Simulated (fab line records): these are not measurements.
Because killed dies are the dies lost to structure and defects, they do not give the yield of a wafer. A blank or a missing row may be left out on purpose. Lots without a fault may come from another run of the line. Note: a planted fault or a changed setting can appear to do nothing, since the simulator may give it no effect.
Which tool did it? / flow gf180mcu / 24 lots, 72 wafers sampled, at 6 steps of a route of 602

WHAT THE GAUGES SHOWED, per wafer
GF_HV_LDD_OVL_MEAS_32.
lot=L074; measured=day 11 10:40; on=overlay-01; HV_LDD_02_OVL (nm)=-1.3 -1.4 -1.0
lot=L075; measured=day 11 19:53; on=overlay-01; HV_LDD_02_OVL (nm)=-1.3 0.3 -1.6
lot=L076; measured=day 12 00:13; on=overlay-02; HV_LDD_02_OVL (nm)=-0.6 -1.2 -0.6
lot=L077; measured=day 12 12:41; on=overlay-02; HV_LDD_02_OVL (nm)=-1.5 -0.2 -1.7
lot=L078; measured=day 12 21:19; on=overlay-01; HV_LDD_02_OVL (nm)=0.4 -0.1 0.9
lot=L079; measured=day 13 03:29; on=overlay-01; HV_LDD_02_OVL (nm)=-0.2 -0.4 1.2
lot=L080; measured=day 13 08:17; on=overlay-01; HV_LDD_02_OVL (nm)=-1.3 -1.7 -0.5
lot=L081; measured=day 13 15:43; on=overlay-02; HV_LDD_02_OVL (nm)=-0.9 -0.4 -0.4
lot=L082; measured=day 13 21:27; on=overlay-01; HV_LDD_02_OVL (nm)=0.6 -0.3 1.1
lot=L083; measured=day 14 12:43; on=overlay-02; HV_LDD_02_OVL (nm)=0.3 0.7 0.0
lot=L084; measured=day 14 17:29; on=overlay-01; HV_LDD_02_OVL (nm)=-0.2 0.3 -0.9
lot=L085; measured=day 15 01:25; on=overlay-01; HV_LDD_02_OVL (nm)=-2.0 -0.9 0.0
lot=L086; measured=day 15 11:12; on=overlay-01; HV_LDD_02_OVL (nm)=-0.2 -1.0 -0.6
lot=L087; measured=day 16 02:58; on=overlay-01; HV_LDD_02_OVL (nm)=0.1 -0.9 -2.2
lot=L088; measured=day 16 04:31; on=overlay-02; HV_LDD_02_OVL (nm)=-0.8 -2.1 0.3
lot=L089; measured=day 16 09:04; on=overlay-01; HV_LDD_02_OVL (nm)=0.6 -0.2 1.4
lot=L090; measured=day 17 01:22; on=overlay-02; HV_LDD_02_OVL (nm)=-1.8 -0.6 0.6
lot=L091; measured=day 17 07:22; on=overlay-01; HV_LDD_02_OVL (nm)=-1.1 -0.6 -1.9
lot=L092; measured=day 17 13:55; on=overlay-01; HV_LDD_02_OVL (nm)=1.0 -0.1 1.9
lot=L093; measured=day 17 20:37; on=overlay-02; HV_LDD_02_OVL (nm)=-1.0 -1.9 -2.1
lot=L094; measured=day 18 02:38; on=overlay-01; HV_LDD_02_OVL (nm)=0.2 1.7 -0.4
lot=L095; measured=day 18 13:01; on=overlay-01; HV_LDD_02_OVL (nm)=-0.8 -1.1 0.4
lot=L096; measured=day 18 18:01; on=overlay-01; HV_LDD_02_OVL (nm)=0.3 -0.7 -0.5
lot=L097; measured=day 19 01:44; on=overlay-01; HV_LDD_02_OVL (nm)=-2.9 -1.2 1.7

GF_V1_THK_MEAS_01.
lot=L074; measured=day 16 23:52; on=film-metro-01; V1_CVD_00_THK (nm)=589 598 596
lot=L075; measured=day 17 12:07; on=film-metro-02; V1_CVD_00_THK (nm)=604 599 588
lot=L076; measured=day 17 17:35; on=film-metro-02; V1_CVD_00_THK (nm)=599 591 600
lot=L077; measured=day 18 06:35; on=film-metro-01; V1_CVD_00_THK (nm)=605 598 603
lot=L078; measured=day 18 16:23; on=film-metro-01; V1_CVD_00_THK (nm)=599 600 592
lot=L079; measured=day 19 00:21; on=film-metro-02; V1_CVD_00_THK (nm)=607 608 607
lot=L080; measured=day 19 05:20; on=film-metro-04; V1_CVD_00_THK (nm)=603 600 605
lot=L081; measured=day 19 16:24; on=film-metro-02; V1_CVD_00_THK (nm)=604 605 601
lot=L082; measured=day 19 21:16; on=film-metro-02; V1_CVD_00_THK (nm)=600 597 606
lot=L083; measured=day 20 13:32; on=film-metro-04; V1_CVD_00_THK (nm)=597 592 593
lot=L084; measured=day 20 20:25; on=film-metro-02; V1_CVD_00_THK (nm)=596 600 593
lot=L085; measured=day 21 04:26; on=film-metro-01; V1_CVD_00_THK (nm)=601 601 592
lot=L086; measured=day 21 16:07; on=film-metro-04; V1_CVD_00_THK (nm)=600 607 604
lot=L087; measured=day 22 07:59; on=film-metro-01; V1_CVD_00_THK (nm)=596 597 592
lot=L088; measured=day 22 10:26; on=film-metro-02; V1_CVD_00_THK (nm)=595 600 599
lot=L089; measured=day 22 14:58; on=film-metro-04; V1_CVD_00_THK (nm)=597 600 591
lot=L090; measured=day 23 06:35; on=film-metro-04; V1_CVD_00_THK (nm)=608 604 609
lot=L091; measured=day 23 12:13; on=film-metro-01; V1_CVD_00_THK (nm)=595 598 597
lot=L092; measured=day 23 17:54; on=film-metro-02; V1_CVD_00_THK (nm)=601 598 612
lot=L093; measured=day 24 02:35; on=film-metro-01; V1_CVD_00_THK (nm)=602 602 597
lot=L094; measured=day 24 08:11; on=film-metro-02; V1_CVD_00_THK (nm)=605 598 606
lot=L095; measured=day 24 18:10; on=film-metro-02; V1_CVD_00_THK (nm)=600 598 601
lot=L096; measured=day 24 22:04; on=film-metro-02; V1_CVD_00_THK (nm)=597 601 606
lot=L097; measured=day 25 06:02; on=film-metro-04; V1_CVD_00_THK (nm)=598 595 603

GF_V2_THK_MEAS_01.
lot=L074; measured=day 19 01:49; on=film-metro-03; V2_CVD_00_THK (nm)=602 605 600
lot=L075; measured=day 19 13:50; on=film-metro-03; V2_CVD_00_THK (nm)=610 600 602
lot=L076; measured=day 19 19:40; on=film-metro-04; V2_CVD_00_THK (nm)=606 606 600
lot=L077; measured=day 20 09:31; on=film-metro-04; V2_CVD_00_THK (nm)=600 608 609
lot=L078; measured=day 20 19:57; on=film-metro-01; V2_CVD_00_THK (nm)=588 598 592
lot=L079; measured=day 21 03:10; on=film-metro-04; V2_CVD_00_THK (nm)=596 593 598
lot=L080; measured=day 21 08:29; on=film-metro-01; V2_CVD_00_THK (nm)=608 603 601
lot=L081; measured=day 21 19:24; on=film-metro-04; V2_CVD_00_THK (nm)=588 591 592
lot=L082; measured=day 21 23:37; on=film-metro-01; V2_CVD_00_THK (nm)=608 601 594
lot=L083; measured=day 22 16:40; on=film-metro-01; V2_CVD_00_THK (nm)=590 593 587
lot=L084; measured=day 22 23:23; on=film-metro-01; V2_CVD_00_THK (nm)=597 594 603
lot=L085; measured=day 23 06:11; on=film-metro-04; V2_CVD_00_THK (nm)=595 603 599
lot=L086; measured=day 23 17:50; on=film-metro-01; V2_CVD_00_THK (nm)=596 605 597
lot=L087; measured=day 24 08:51; on=film-metro-01; V2_CVD_00_THK (nm)=611 601 603
lot=L088; measured=day 24 11:25; on=film-metro-01; V2_CVD_00_THK (nm)=606 607 600
lot=L089; measured=day 24 15:11; on=film-metro-04; V2_CVD_00_THK (nm)=609 613 607
lot=L090; measured=day 25 05:22; on=film-metro-01; V2_CVD_00_THK (nm)=600 587 600
lot=L091; measured=day 25 10:46; on=film-metro-04; V2_CVD_00_THK (nm)=601 585 590
lot=L092; measured=day 25 17:37; on=film-metro-01; V2_CVD_00_THK (nm)=597 584 588
lot=L093; measured=day 26 00:47; on=film-metro-04; V2_CVD_00_THK (nm)=607 606 604
lot=L094; measured=day 26 07:42; on=film-metro-04; V2_CVD_00_THK (nm)=608 599 597
lot=L095; measured=day 26 15:05; on=film-metro-01; V2_CVD_00_THK (nm)=604 588 593
lot=L096; measured=day 26 19:26; on=film-metro-01; V2_CVD_00_THK (nm)=595 589 602
lot=L097; measured=day 27 03:17; on=film-metro-04; V2_CVD_00_THK (nm)=603 606 596

GF_M4_THK_MEAS_06: measures by xrf.
lot=L074; measured=day 22 08:00; on=film-metro-02; M4_ALCU_THK (nm)=451 458 450
lot=L075; measured=day 22 19:15; on=film-metro-04; M4_ALCU_THK (nm)=444 444 441
lot=L076; measured=day 23 01:00; on=film-metro-02; M4_ALCU_THK (nm)=451 454 458
lot=L077; measured=day 23 13:39; on=film-metro-02; M4_ALCU_THK (nm)=461 461 454
lot=L078; measured=day 23 22:08; on=film-metro-02; M4_ALCU_THK (nm)=457 454 453
lot=L079; measured=day 24 06:16; on=film-metro-04; M4_ALCU_THK (nm)=452 446 449
lot=L080; measured=day 24 12:06; on=film-metro-04; M4_ALCU_THK (nm)=441 453 450
lot=L081; measured=day 24 19:41; on=film-metro-02; M4_ALCU_THK (nm)=450 454 449
lot=L082; measured=day 25 00:38; on=film-metro-04; M4_ALCU_THK (nm)=445 445 447
lot=L083; measured=day 25 17:07; on=film-metro-04; M4_ALCU_THK (nm)=450 449 457
lot=L084; measured=day 25 22:44; on=film-metro-04; M4_ALCU_THK (nm)=451 458 453
lot=L085; measured=day 26 04:28; on=film-metro-04; M4_ALCU_THK (nm)=447 446 444
lot=L086; measured=day 26 15:57; on=film-metro-04; M4_ALCU_THK (nm)=449 443 450
lot=L087; measured=day 27 05:10; on=film-metro-04; M4_ALCU_THK (nm)=446 443 447
lot=L088; measured=day 27 07:19; on=film-metro-04; M4_ALCU_THK (nm)=442 444 442
lot=L089; measured=day 27 12:13; on=film-metro-02; M4_ALCU_THK (nm)=441 444 447
lot=L090; measured=day 27 23:56; on=film-metro-02; M4_ALCU_THK (nm)=452 452 453
lot=L091; measured=day 28 06:14; on=film-metro-04; M4_ALCU_THK (nm)=442 440 441
lot=L092; measured=day 28 12:42; on=film-metro-04; M4_ALCU_THK (nm)=450 452 448
lot=L093; measured=day 28 18:34; on=film-metro-04; M4_ALCU_THK (nm)=439 438 437
lot=L094; measured=day 29 00:11; on=film-metro-04; M4_ALCU_THK (nm)=445 442 447
lot=L095; measured=day 29 07:18; on=film-metro-02; M4_ALCU_THK (nm)=454 447 451
lot=L096; measured=day 29 12:25; on=film-metro-04; M4_ALCU_THK (nm)=452 454 452
lot=L097; measured=day 29 18:52; on=film-metro-04; M4_ALCU_THK (nm)=439 440 432

EACH LOT AND THE TOOL THAT RAN IT (in order: tool; ch and the chambers of the sampled wafers; start)
lot=L074; GF_HV_LDD_STRIP_22=plasma-asher-03 ch 0,1, day 10 15:45; GF_M2_SPUTTER_01=pvd-sputter-02, day 18 00:35
lot=L075; GF_HV_LDD_STRIP_22=plasma-asher-01 ch 0,1, day 11 01:13; GF_M2_SPUTTER_01=pvd-sputter-02, day 18 12:59
lot=L076; GF_HV_LDD_STRIP_22=plasma-asher-03 ch 0,1, day 11 05:23; GF_M2_SPUTTER_01=pvd-sputter-04, day 18 18:38
lot=L077; GF_HV_LDD_STRIP_22=plasma-asher-02 ch 0,1, day 11 16:55; GF_M2_SPUTTER_01=pvd-sputter-02, day 19 08:53
lot=L078; GF_HV_LDD_STRIP_22=plasma-asher-02 ch 0,1, day 12 01:44; GF_M2_SPUTTER_01=pvd-sputter-03, day 19 18:24
lot=L079; GF_HV_LDD_STRIP_22=plasma-asher-02 ch 0,1, day 12 07:44; GF_M2_SPUTTER_01=pvd-sputter-02, day 20 02:14
lot=L080; GF_HV_LDD_STRIP_22=plasma-asher-02 ch 0,1, day 12 12:16; GF_M2_SPUTTER_01=pvd-sputter-02, day 20 07:03
lot=L081; GF_HV_LDD_STRIP_22=plasma-asher-02 ch 0,1, day 12 19:57; GF_M2_SPUTTER_01=pvd-sputter-04, day 20 17:59
lot=L082; GF_HV_LDD_STRIP_22=plasma-asher-03 ch 0,1, day 13 01:21; GF_M2_SPUTTER_01=pvd-sputter-04, day 20 23:13
lot=L083; GF_HV_LDD_STRIP_22=plasma-asher-01 ch 0,1, day 13 15:18; GF_M2_SPUTTER_01=pvd-sputter-04, day 21 15:46
lot=L084; GF_HV_LDD_STRIP_22=plasma-asher-03 ch 0,1, day 13 21:04; GF_M2_SPUTTER_01=pvd-sputter-02, day 21 23:20
lot=L085; GF_HV_LDD_STRIP_22=plasma-asher-02 ch 0,1, day 14 04:12; GF_M2_SPUTTER_01=pvd-sputter-04, day 22 06:17
lot=L086; GF_HV_LDD_STRIP_22=plasma-asher-01 ch 0,1, day 14 13:12; GF_M2_SPUTTER_01=pvd-sputter-03, day 22 17:50
lot=L087; GF_HV_LDD_STRIP_22=plasma-asher-02 ch 0,1, day 15 04:39; GF_M2_SPUTTER_01=pvd-sputter-02, day 23 09:15
lot=L088; GF_HV_LDD_STRIP_22=plasma-asher-02 ch 0,1, day 15 06:48; GF_M2_SPUTTER_01=pvd-sputter-03, day 23 11:53
lot=L089; GF_HV_LDD_STRIP_22=plasma-asher-03 ch 0,1, day 15 11:30; GF_M2_SPUTTER_01=pvd-sputter-04, day 23 15:54
lot=L090; GF_HV_LDD_STRIP_22=plasma-asher-03 ch 0,1, day 16 02:41; GF_M2_SPUTTER_01=pvd-sputter-03, day 24 07:45
lot=L091; GF_HV_LDD_STRIP_22=plasma-asher-02 ch 0,1, day 16 08:44; GF_M2_SPUTTER_01=pvd-sputter-04, day 24 12:42
lot=L092; GF_HV_LDD_STRIP_22=plasma-asher-02 ch 0,1, day 16 14:21; GF_M2_SPUTTER_01=pvd-sputter-04, day 24 18:35
lot=L093; GF_HV_LDD_STRIP_22=plasma-asher-03 ch 0,1, day 16 22:11; GF_M2_SPUTTER_01=pvd-sputter-04, day 25 01:59
lot=L094; GF_HV_LDD_STRIP_22=plasma-asher-01 ch 0,1, day 17 04:06; GF_M2_SPUTTER_01=pvd-sputter-02, day 25 07:52
lot=L095; GF_HV_LDD_STRIP_22=plasma-asher-02 ch 0,1, day 17 13:14; GF_M2_SPUTTER_01=pvd-sputter-04, day 25 17:23
lot=L096; GF_HV_LDD_STRIP_22=plasma-asher-03 ch 0,1, day 17 18:15; GF_M2_SPUTTER_01=pvd-sputter-02, day 25 21:37
lot=L097; GF_HV_LDD_STRIP_22=plasma-asher-02 ch 0,1, day 18 01:47; GF_M2_SPUTTER_01=pvd-sputter-02, day 26 05:47
- GF_HV_LDD_STRIP_22: strips in O2/N2.
- GF_M2_SPUTTER_01: material TiN, target thk 30 nm, time 25 s.

WHAT THE TOOLS THEMSELVES READ (means of the sampled wafers that have a number; where no wafer has one, the mark that the record gives instead)
GF_HV_LDD_STRIP_22.
lot=L074; tool=plasma-asher-03; drypump-motor-current-A (A)=5.2; heater-power-w (W)=324; o2-flow-sccm (sccm)=3006; oes-product-au (a.u.)=0.723; strip-time-to-endpoint-s (s)=12.64
lot=L075; tool=plasma-asher-01; drypump-motor-current-A (A)=5.7; heater-power-w (W)=347; o2-flow-sccm (sccm)=3007; oes-product-au (a.u.)=0.717; strip-time-to-endpoint-s (s)=12.67
lot=L076; tool=plasma-asher-03; drypump-motor-current-A (A)=5.7; heater-power-w (W)=352; o2-flow-sccm (sccm)=3001; oes-product-au (a.u.)=0.723; strip-time-to-endpoint-s (s)=12.64
lot=L077; tool=plasma-asher-02; drypump-motor-current-A (A)=5.5; heater-power-w (W)=329; o2-flow-sccm (sccm)=2993; oes-product-au (a.u.)=0.716; strip-time-to-endpoint-s (s)=12.61
lot=L078; tool=plasma-asher-02; drypump-motor-current-A (A)=5.7; heater-power-w (W)=331; o2-flow-sccm (sccm)=3003; oes-product-au (a.u.)=0.715; strip-time-to-endpoint-s (s)=12.61
lot=L079; tool=plasma-asher-02; drypump-motor-current-A (A)=5.7; heater-power-w (W)=332; o2-flow-sccm (sccm)=3001; oes-product-au (a.u.)=0.720; strip-time-to-endpoint-s (s)=12.65
lot=L080; tool=plasma-asher-02; drypump-motor-current-A (A)=5.4; heater-power-w (W)=330; o2-flow-sccm (sccm)=3004; oes-product-au (a.u.)=0.710; strip-time-to-endpoint-s (s)=12.63
lot=L081; tool=plasma-asher-02; drypump-motor-current-A (A)=5.7; heater-power-w (W)=332; o2-flow-sccm (sccm)=3004; oes-product-au (a.u.)=0.716; strip-time-to-endpoint-s (s)=12.63
lot=L082; tool=plasma-asher-03; drypump-motor-current-A (A)=5.2; heater-power-w (W)=324; o2-flow-sccm (sccm)=3002; oes-product-au (a.u.)=0.715; strip-time-to-endpoint-s (s)=12.64
lot=L083; tool=plasma-asher-01; drypump-motor-current-A (A)=6.2; heater-power-w (W)=362; o2-flow-sccm (sccm)=3006; oes-product-au (a.u.)=0.716; strip-time-to-endpoint-s (s)=12.67
lot=L084; tool=plasma-asher-03; drypump-motor-current-A (A)=5.2; heater-power-w (W)=326; o2-flow-sccm (sccm)=3006; oes-product-au (a.u.)=0.715; strip-time-to-endpoint-s (s)=12.64
lot=L085; tool=plasma-asher-02; drypump-motor-current-A (A)=5.4; heater-power-w (W)=330; o2-flow-sccm (sccm)=3001; oes-product-au (a.u.)=0.715; strip-time-to-endpoint-s (s)=12.68
lot=L086; tool=plasma-asher-01; drypump-motor-current-A (A)=6.2; heater-power-w (W)=359; o2-flow-sccm (sccm)=3002; oes-product-au (a.u.)=0.719; strip-time-to-endpoint-s (s)=12.62
lot=L087; tool=plasma-asher-02; drypump-motor-current-A (A)=5.7; heater-power-w (W)=336; o2-flow-sccm (sccm)=2984; oes-product-au (a.u.)=0.719; strip-time-to-endpoint-s (s)=12.64
lot=L088; tool=plasma-asher-02; drypump-motor-current-A (A)=5.7; heater-power-w (W)=338; o2-flow-sccm (sccm)=2989; oes-product-au (a.u.)=0.715; strip-time-to-endpoint-s (s)=12.64
lot=L089; tool=plasma-asher-03; drypump-motor-current-A (A)=5.2; heater-power-w (W)=322; o2-flow-sccm (sccm)=2997; oes-product-au (a.u.)=0.716; strip-time-to-endpoint-s (s)=12.65
lot=L090; tool=plasma-asher-03; drypump-motor-current-A (A)=5.7; heater-power-w (W)=344; o2-flow-sccm (sccm)=3000; oes-product-au (a.u.)=0.716; strip-time-to-endpoint-s (s)=12.66
lot=L091; tool=plasma-asher-02; drypump-motor-current-A (A)=5.5; heater-power-w (W)=326; o2-flow-sccm (sccm)=2993; oes-product-au (a.u.)=0.717; strip-time-to-endpoint-s (s)=12.62
lot=L092; tool=plasma-asher-02; drypump-motor-current-A (A)=5.5; heater-power-w (W)=331; o2-flow-sccm (sccm)=2994; oes-product-au (a.u.)=0.717; strip-time-to-endpoint-s (s)=12.67
lot=L093; tool=plasma-asher-03; drypump-motor-current-A (A)=5.2; heater-power-w (W)=317; o2-flow-sccm (sccm)=2999; oes-product-au (a.u.)=0.720; strip-time-to-endpoint-s (s)=12.60
lot=L094; tool=plasma-asher-01; drypump-motor-current-A (A)=5.7; heater-power-w (W)=344; o2-flow-sccm (sccm)=3009; oes-product-au (a.u.)=0.717; strip-time-to-endpoint-s (s)=12.70
lot=L095; tool=plasma-asher-02; drypump-motor-current-A (A)=5.7; heater-power-w (W)=331; o2-flow-sccm (sccm)=2999; oes-product-au (a.u.)=0.713; strip-time-to-endpoint-s (s)=12.68
lot=L096; tool=plasma-asher-03; drypump-motor-current-A (A)=5.7; heater-power-w (W)=346; o2-flow-sccm (sccm)=3004; oes-product-au (a.u.)=0.714; strip-time-to-endpoint-s (s)=12.64
lot=L097; tool=plasma-asher-02; drypump-motor-current-A (A)=5.5; heater-power-w (W)=330; o2-flow-sccm (sccm)=3008; oes-product-au (a.u.)=0.713; strip-time-to-endpoint-s (s)=12.66

GF_M2_SPUTTER_01.
lot=L074; tool=pvd-sputter-02; throttle-valve-pct (%)=30.1
lot=L075; tool=pvd-sputter-02; throttle-valve-pct (%)=29.6
lot=L076; tool=pvd-sputter-04; throttle-valve-pct (%)=30.0
lot=L077; tool=pvd-sputter-02; throttle-valve-pct (%)=30.4
lot=L078; tool=pvd-sputter-03; throttle-valve-pct (%)=30.1
lot=L079; tool=pvd-sputter-02; throttle-valve-pct (%)=30.6
lot=L080; tool=pvd-sputter-02; throttle-valve-pct (%)=30.0
lot=L081; tool=pvd-sputter-04; throttle-valve-pct (%)=30.0
lot=L082; tool=pvd-sputter-04; throttle-valve-pct (%)=30.4
lot=L083; tool=pvd-sputter-04; throttle-valve-pct (%)=30.5
lot=L084; tool=pvd-sputter-02; throttle-valve-pct (%)=30.6
lot=L085; tool=pvd-sputter-04; throttle-valve-pct (%)=30.2
lot=L086; tool=pvd-sputter-03; throttle-valve-pct (%)=31.2
lot=L087; tool=pvd-sputter-02; throttle-valve-pct (%)=29.6
lot=L088; tool=pvd-sputter-03; throttle-valve-pct (%)=30.3
lot=L089; tool=pvd-sputter-04; throttle-valve-pct (%)=29.6
lot=L090; tool=pvd-sputter-03; throttle-valve-pct (%)=29.2
lot=L091; tool=pvd-sputter-04; throttle-valve-pct (%)=29.0
lot=L092; tool=pvd-sputter-04; throttle-valve-pct (%)=30.3
lot=L093; tool=pvd-sputter-04; throttle-valve-pct (%)=29.7
lot=L094; tool=pvd-sputter-02; throttle-valve-pct (%)=29.9
lot=L095; tool=pvd-sputter-04; throttle-valve-pct (%)=29.7
lot=L096; tool=pvd-sputter-02; throttle-valve-pct (%)=29.1
lot=L097; tool=pvd-sputter-02; throttle-valve-pct (%)=29.7

THE ANSWER, worked out from the rows above alone
Rule: usual is defined by the lots themselves. The widest of any qualifying gaps counts: lots, ordered by their means at a reading, are off when they make up no more than a third of the lots, leave a main group of 4 or more, and stand apart from it by 3 or more times the standard deviation of that group's means. Not used: any main group whose means are identical at the precision the tables above print for the reading. A lot without any number at a reading at which 4 lots or more have one is off too. Any other lot the step has rows for is counted as sound. The gauges are gone through in route order, then the tools' own readings, and for those a lot's mean is taken as printed above. At the first step where some lot is off, the reading lying furthest off is the one used; lots without a number count as furthest.
No lot is off at any reading shown: from this, nothing can be told.

WHAT WAS PUT IN BY THE SIMULATOR
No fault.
